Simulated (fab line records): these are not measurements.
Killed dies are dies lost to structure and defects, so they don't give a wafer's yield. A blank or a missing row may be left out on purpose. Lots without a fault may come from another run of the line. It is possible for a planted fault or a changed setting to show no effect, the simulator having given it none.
Which tool was responsible? | flow sky130 | 33 wafers from 11 lots sampled at 2 of the route's 708 steps

== WHAT THE GAUGES READ, wafer by wafer ==
SKY_SONOS_ONO_CD_MEAS_13: the cd target is 410 nm.
lot  | measured     | on        | cd nm (nm)
L669 | day 12 07:49 | cd sem-02 | 412.9 413.4 413.3
L671 | day 12 19:08 | cd sem-01 | 414.5 411.9 413.1
L672 | day 13 04:19 | cd sem-01 | 411.7 409.4 410.4
L673 | day 13 14:43 | cd sem-01 | 409.1 408.8 406.4
L675 | day 14 03:50 | cd sem-02 | 411.0 411.8 412.2
L676 | day 14 13:42 | cd sem-02 | 410.5 410.1 410.0
L681 | day 16 00:07 | cd sem-01 | 407.5 407.7 407.3
L685 | day 17 12:08 | cd sem-01 | 411.3 409.0 409.1
L686 | day 17 21:07 | cd sem-02 | 409.8 408.3 406.7
L691 | day 19 16:01 | cd sem-02 | 411.3 408.7 411.3
L692 | day 19 23:59 | cd sem-01 | 406.3 408.1 407.6

== WHICH TOOL RAN EACH LOT (tool, then ch and the chambers of the sampled wafers, then the start) ==
lot  | SKY_VT_ADJUST_PCH_STRIP_09
L669 | plasma asher-01 ch 0,1, day 10 02:56
L671 | plasma asher-03 ch 0,1, day 10 13:51
L672 | plasma asher-02 ch 0,1, day 10 23:09
L673 | plasma asher-03 ch 0,1, day 11 07:36
L675 | plasma asher-02 ch 0,1, day 11 21:07
L676 | plasma asher-01 ch 0,1, day 12 05:05
L681 | plasma asher-01 ch 0,1, day 13 16:27
L685 | plasma asher-03 ch 0,1, day 14 22:59
L686 | plasma asher-01 ch 0,1, day 15 06:52
L691 | plasma asher-03 ch 0, day 16 21:15
L692 | plasma asher-03 ch 0,1, day 17 01:53
- SKY_VT_ADJUST_PCH_STRIP_09: strips in O2/N2.

== THE ANSWER, worked out from the rows above alone ==
Rule: what is usual is taken from the lots themselves. The widest of any qualifying gaps counts: lots, ordered by their means at a reading, are off when they make up no more than a third of the lots, leave a main group of 4 or more, and stand apart from it by 3 or more times the standard deviation of that group's means. The tables above print the reading to a certain number of digits; a main group whose means all agree to those digits is not used. Also off: a lot with no number at a reading for which 4 or more lots have one. The other lots that the step has rows for count as sound.
No lot is off at any reading shown: from this, nothing can be told.

== WHAT THE SIMULATOR PUT IN ==
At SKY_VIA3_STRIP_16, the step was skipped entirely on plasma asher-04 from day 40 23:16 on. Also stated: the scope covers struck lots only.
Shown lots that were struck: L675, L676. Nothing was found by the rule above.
